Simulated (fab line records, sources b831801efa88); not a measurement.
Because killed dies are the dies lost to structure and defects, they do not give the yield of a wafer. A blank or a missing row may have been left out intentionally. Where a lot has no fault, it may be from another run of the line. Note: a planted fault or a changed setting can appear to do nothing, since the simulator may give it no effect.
fab line records ; flow sfqLine
record: lots: 6; wafers: 18; lastDay: 92
route steps=325 shown I3@145 M4@148
lots that met no fault: from a run of the same line without faults
startH: hours from the record's opening day to when the first of the lot's shown wafers began ; waitH: time in hours since the lot's previous step ; " repeats the value in the row above ; L1.1+2: a single row standing in for several wafers ; - no value present, or no start provided ; * or withheld: withheld ; < > ~ a bound
route shown NAME@n: NAME is a module with steps in the file, n the number in the route of the first one ; usual: average and standard deviation across the fault-free wafers ; same: alike in all rows ; chamber/n: place in a boat ; sites: the reading at each site ; _std_site: their standard deviation ; _edge_site: inner sites' mean taken away from outer sites' mean ; radiusMm: for every site, how far away it sits from the centre of the wafer ; mask NAME#n: copy n ; behind: the last tool/chamber to shape the wafer ; hold: why the lot was held/for how many hours/how that ended ; device: transistor that didn't switch, given as n, p or np ; end of line: the same wafers' tests at the end of the route ; a step without rows: its recipe alone ; killed: not the wafer's yield, but the dies lost to structure and defects at the first sort ; map: dies across one wafer; x = killed, . = not, _ = none there
set.NAME: the setting as run; set.NAME@STEP: as run at that earlier step ; model.NAME: the simulator's own value behind a step, which no gauge read
lots seen at some steps along the route; tables by step, rows by wafer
services: when a tool's chamber went out of use (startH, in hours from the record's first day, below 0 if earlier), for how many hours, and the reason
== steps ==
step: SFQ_TRILAYER_I3_VIA_ETCH_VIA_ETCH_088
recipe: target: SiO2; stopOn: Nb; maskMaterial: PR; taperDeg: 20; chemistry: CHF3; targetDepthNm: 260; sourceW: 500; biasW: 80; pressureMtorr: 30; timeS: withheld
usual: biasW: 79.99/0.23; chamberPressureMTorr: 29.999/0.025; drypumpMotorCurrentA: 5.7/0.34; oesProductAu: 0.856/0.0059
lot.wafer;tool;chamber;startH;waitH;biasW;chamberPressureMTorr;drypumpMotorCurrentA;oesProductAu
L527.1;rieDiel-02;2;1068.22;0.0;80.07;29.989;6.1;0.859
L527.2;rieDiel-02;1;1068.22;0.0;79.81;30.045;5.6;0.854
L527.3;rieDiel-02;0;1068.22;0.0;80.16;30.003;5.6;0.862
L528.3;rieDiel-03;2;1074.22;0.0;79.74;29.978;5.9;0.848
L528.5;rieDiel-03;1;1074.22;0.0;79.60;30.000;6.5;0.862
L528.6;rieDiel-03;0;1074.22;0.0;80.01;30.003;5.3;0.855
L537.3;rieDiel-02;2;1166.47;0.0;80.20;30.002;6.1;0.865
L537.4;rieDiel-02;1;1166.47;0.0;80.13;29.990;5.6;0.861
L537.6;rieDiel-02;1;1166.47;0.0;80.44;30.009;5.6;0.860
L538.1;rieDiel-04;1;1171.27;0.0;80.07;29.994;5.3;0.848
L538.4;rieDiel-04;3;1171.27;0.0;80.10;30.029;5.6;0.849
L538.5;rieDiel-04;1;1171.27;0.0;80.10;29.980;5.3;0.851
L543.1;rieDiel-03;3;1219.55;0.0;79.82;30.021;5.6;0.857
L543.3;rieDiel-03;2;1219.55;0.0;79.98;29.962;5.9;0.844
L543.5;rieDiel-03;3;1219.55;0.0;79.95;29.962;5.6;0.858
L545.1;rieDiel-03;0;1235.15;0.0;79.70;30.019;5.3;0.853
L545.4;rieDiel-03;2;1235.15;0.0;79.83;29.950;5.9;0.844
L545.6;rieDiel-03;3;1235.15;0.0;80.00;29.992;5.6;0.861
step: SFQ_TRILAYER_I3_VIA_STRIP_STRIP_089
recipe: gas: O2; powerW: 200; platenTempC: 40; overashFraction: 0.65; chemistry: O2; pressureMtorr: 50
usual: chamberPressureMTorr: 50.00/0.047; drypumpMotorCurrentA: 5.72/0.3; oesProductAu: 1.000/0.0082
lot.wafer;tool;chamber;startH;waitH;chamberPressureMTorr;drypumpMotorCurrentA;oesProductAu;rfHoursCounterH
L527.1;rieMetal-02;0;1068.34;-;50.01;5.48;0.992;63
L527.2;rieMetal-02;1;1068.34;-;50.10;6.31;1.005;122
L527.3;rieMetal-02;1;1068.34;-;49.96;6.31;0.999;-
L528.3;rieMetal-01;0;1074.54;-;49.97;5.52;1.006;-
L528.5;rieMetal-01;0;1074.54;-;50.00;5.51;1.004;-
L528.6;rieMetal-01;1;1074.54;-;50.01;5.44;0.996;-
L537.3;rieMetal-03;0;1166.78;-;50.00;5.94;1.002;-
L537.4;rieMetal-03;1;1166.78;-;50.01;5.76;0.999;-
L537.6;rieMetal-03;1;1166.78;-;49.99;5.74;0.997;-
L538.1;rieMetal-02;1;1171.38;-;50.03;6.30;1.017;139
L538.4;rieMetal-02;1;1171.38;-;49.98;6.29;1.011;-
L538.5;rieMetal-02;1;1171.38;-;50.03;6.32;1.014;-
L543.1;rieMetal-01;1;1219.66;-;49.99;5.42;1.004;11
L543.3;rieMetal-01;0;1219.66;-;50.02;5.52;1.006;-
L543.5;rieMetal-01;1;1219.66;-;49.95;5.45;1.007;-
L545.1;rieMetal-03;0;1235.26;-;49.97;5.89;0.989;18
L545.4;rieMetal-03;0;1235.26;-;50.01;5.87;0.992;-
L545.6;rieMetal-03;1;1235.26;-;50.02;5.76;1.001;-
step: SFQ_TRILAYER_I3_VIA_STRIP_SOLV_CLEAN_090
recipe: chemistry: NMP; tempC: 70; timeS: 600
step: SFQ_TRILAYER_M4_DEP_PRE_CLEAN_092
recipe: gas: Ar; timeS: 22.5; biasV: 250
step: SFQ_TRILAYER_M4_DEP_SPUTTER_091
recipe: material: Nb; basePressurePa: 1.33e-06; chamberPressurePa: 0.1333; substrateTempC: 20; resputterCathodeVoltageV: 400; targetThkNm: 200; powerW: 2000; timeS: 133.3
usual: cathodeDcPowerW: 2000.0/0.34; throttleValvePct: 30.0/1.1
lot.wafer;tool;chamber;startH;waitH;cathodeDcPowerW;throttleValvePct
L527.1;pvdSputter-05;-;1069.14;0.0;2000.2;30.9
L527.2;pvdSputter-05;-;1069.14;0.0;2000.0;30.0
L527.3;pvdSputter-05;-;1069.14;0.0;2000.6;31.3
L528.3;pvdSputter-06;-;1075.14;0.0;2000.0;31.2
L528.5;pvdSputter-06;-;1075.14;0.0;2000.1;31.1
L528.6;pvdSputter-06;-;1075.14;0.0;2000.1;28.9
L537.3;pvdSputter-05;-;1167.38;0.0;1999.9;30.9
L537.4;pvdSputter-05;-;1167.38;0.0;2000.2;31.3
L537.6;pvdSputter-05;-;1167.38;0.0;2000.4;28.2
L538.1;pvdSputter-03;-;1172.56;0.0;2000.9;28.8
L538.4;pvdSputter-03;-;1172.56;0.0;1999.8;29.7
L538.5;pvdSputter-03;-;1172.56;0.0;2000.2;29.6
L543.1;pvdSputter-06;-;1220.46;0.0;2000.4;30.4
L543.3;pvdSputter-06;-;1220.46;0.0;2000.1;28.9
L543.5;pvdSputter-06;-;1220.46;0.0;2000.6;31.4
L545.1;pvdSputter-03;-;1236.06;0.0;1999.7;32.1
L545.4;pvdSputter-03;-;1236.06;0.0;1999.8;28.6
L545.6;pvdSputter-03;-;1236.06;0.0;2000.8;28.6
step: SFQ_M4_RS_MEAS_924
recipe: thkMeasGauge: four-point-probe; reads: Nb_of_TRILAYER_M4_DEP_SPUTTER_091
usual: M4_NB_RS: 0.894/0.0094
lot.wafer;tool;chamber;startH;waitH;M4_NB_RS[ohm/sq]
L527.1;filmMetro-01;-;1069.23;0.0;0.905
L527.2;filmMetro-01;-;1069.23;0.0;0.909
L527.3;filmMetro-01;-;1069.23;0.0;0.896
L528.3;filmMetro-02;-;1075.29;0.1;0.898
L528.5;filmMetro-02;-;1075.29;0.1;0.897
L528.6;filmMetro-02;-;1075.29;0.1;0.887
L537.3;filmMetro-02;-;1167.52;0.1;0.898
L537.4;filmMetro-02;-;1167.52;0.1;0.890
L537.6;filmMetro-02;-;1167.52;0.1;0.900
L538.1;filmMetro-02;-;1172.67;0.1;0.887
L538.4;filmMetro-02;-;1172.67;0.1;0.888
L538.5;filmMetro-02;-;1172.67;0.1;0.884
L543.1;filmMetro-02;-;1220.55;0.0;0.877
L543.3;filmMetro-02;-;1220.55;0.0;0.880
L543.5;filmMetro-02;-;1220.55;0.0;0.877
L545.1;filmMetro-03;-;1236.15;0.0;0.893
L545.4;filmMetro-03;-;1236.15;0.0;0.897
L545.6;filmMetro-03;-;1236.15;0.0;0.898
step: SFQ_TRILAYER_M4_LITHO_COAT_098
recipe: resist: BARC; spinRpm: 3000; resistThkNm: 62
step: SFQ_TRILAYER_M4_LITHO_COAT_093
recipe: resist: KrF; spinRpm: 3000; resistThkNm: 600
step: SFQ_TRILAYER_M4_LITHO_SOFTBAKE_097
recipe: tempC: withheld; timeS: withheld; resist: KrF
step: SFQ_TRILAYER_M4_LITHO_EXPOSE_094
recipe: maskId: M4; na: 0.6; sourceShape: conventional; sigmaOuter: 0.65; targetCdNm: 500; doseMj: 14.4
step: SFQ_TRILAYER_M4_LITHO_PEB_096
recipe: pebTempC: 115; pebTimeS: 60; resist: KrF
step: SFQ_TRILAYER_M4_LITHO_DEVELOP_095
recipe: timeS: 60; resist: KrF
usual: chillPlateTempC: 22.97/0.099; exhaustPa: 45.0/0.72; resistLineTempC: 22.97/0.1
lot.wafer;tool;chamber;startH;waitH;chillPlateTempC;exhaustPa;resistLineTempC;model.KrF_of_TRILAYER_M4_LITHO_COAT_093.thkNm
L527.1;lithoTrack-03;0;1071.51;0.1;23.05;44.7;22.87;574.2
L527.2;lithoTrack-03;0;1071.51;0.1;22.81;45.8;22.93;573.8
L527.3;lithoTrack-03;0;1071.51;0.1;22.97;44.3;22.96;574.2
L528.3;lithoTrack-04;0;1079.29;0.1;22.97;45.5;22.90;576.9
L528.5;lithoTrack-04;0;1079.29;0.1;23.12;45.5;23.04;575.4
L528.6;lithoTrack-04;0;1079.29;0.1;22.93;44.4;22.80;577.5
L537.3;lithoTrack-03;-;1281.63;0.1;-;-;-;600
L537.4;lithoTrack-03;-;1281.63;0.1;-;-;-;600.7
L537.6;lithoTrack-03;-;1281.63;0.1;-;-;-;599.3
L538.1;lithoTrack-03;-;1287.58;0.1;-;-;-;602.9
L538.4;lithoTrack-03;-;1287.58;0.1;-;-;-;603.8
L538.5;lithoTrack-03;-;1287.58;0.1;-;-;-;603.1
L543.1;lithoTrack-01;0;1345.61;0.1;23.04;44.8;22.87;572.8
L543.3;lithoTrack-01;0;1345.61;0.1;23.13;43.8;22.83;570.7
L543.5;lithoTrack-01;0;1345.61;0.1;22.97;45.5;22.79;572.7
L545.1;lithoTrack-03;0;1358.81;0.1;23.14;44.9;22.98;575.1
L545.4;lithoTrack-03;0;1358.81;0.1;23.05;44.7;22.97;573.8
L545.6;lithoTrack-03;0;1358.81;0.1;23.06;45.6;22.97;573.2
step: SFQ_M4_OVL_MEAS_926
usual: M4_OVL: -1/6.3
lot.wafer;tool;chamber;startH;waitH;M4_OVL[nm]
L527.1;overlay-01;-;1071.66;0.1;-2
L527.2;overlay-01;-;1071.66;0.1;7
L527.3;overlay-01;-;1071.66;0.1;-4
L528.3;overlay-02;-;1079.40;0.1;-2
L528.5;overlay-02;-;1079.40;0.1;0
L528.6;overlay-02;-;1079.40;0.1;-1
L537.3;overlay-01;-;1281.74;0.1;-
L537.4;overlay-01;-;1281.74;0.1;-
L537.6;overlay-01;-;1281.74;0.1;-
L538.1;overlay-02;-;1287.73;0.1;-
L538.4;overlay-02;-;1287.73;0.1;-
L538.5;overlay-02;-;1287.73;0.1;-
L543.1;overlay-01;-;1345.76;0.1;-6
L543.3;overlay-01;-;1345.76;0.1;-5
L543.5;overlay-01;-;1345.76;0.1;-9
L545.1;overlay-02;-;1358.96;0.1;1
L545.4;overlay-02;-;1358.96;0.1;4
L545.6;overlay-02;-;1358.96;0.1;11
== services ==
tool;chamber;startH;hours;kind
rieMetal-03;-;1045.41;0.5;repair
rieDiel-02;3;1045.49;34.7;repair
pvdSputter-06;-;1047.91;2.0;repair
rieDiel-03;0;1048.70;6.8;repair
rieMetal-02;-;1053.20;2.8;pm
rieMetal-01;1;1062.94;5.3;repair
rieDiel-02;2;1072.22;6.4;repair
rieDiel-03;1;1106.00;12.7;repair
rieDiel-02;0;1118.78;8.1;repair
rieMetal-03;-;1127.90;1.1;repair
rieDiel-03;0;1134.63;2.5;repair
rieDiel-02;0;1148.75;2.4;repair
rieDiel-02;3;1167.78;4.5;repair
rieDiel-03;-;1173.39;0.9;repair
pvdSputter-03;-;1185.53;2.1;repair
pvdSputter-06;-;1199.22;2.0;repair
pvdSputter-06;-;1204.93;1.4;repair
rieMetal-02;1;1216.63;4.5;repair
rieDiel-02;3;1242.27;2.4;repair
pvdSputter-03;-;1246.08;3.9;repair
rieDiel-03;-;1299.76;14.6;pm
rieDiel-03;-;1314.36;28.1;pm
rieDiel-03;-;1347.56;0.3;repair
rieDiel-03;3;1358.21;3.9;repair
== key ==
firstSign: step: SFQ_TRILAYER_M4_LITHO_DEVELOP_095; reading: toolRecord; direction: missing
effect none on later readings
modelEffect: step: SFQ_TRILAYER_M4_LITHO_DEVELOP_095; value: KrF_of_TRILAYER_M4_LITHO_COAT_093.thkNm; without: 576.3; struck: 601.6
metAt SFQ_TRILAYER_M4_LITHO_DEVELOP_095
struckWafers L537.3,L537.4,L537.6,L538.1,L538.4,L538.5
onsetBetween 1071.51 1281.63
fault: kind: skippedStepWhole; tool: lithoTrack-03; chamber: -; onsetH: 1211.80; steps: SFQ_TRILAYER_M4_LITHO_DEVELOP_095; scope: struckLotsOnly
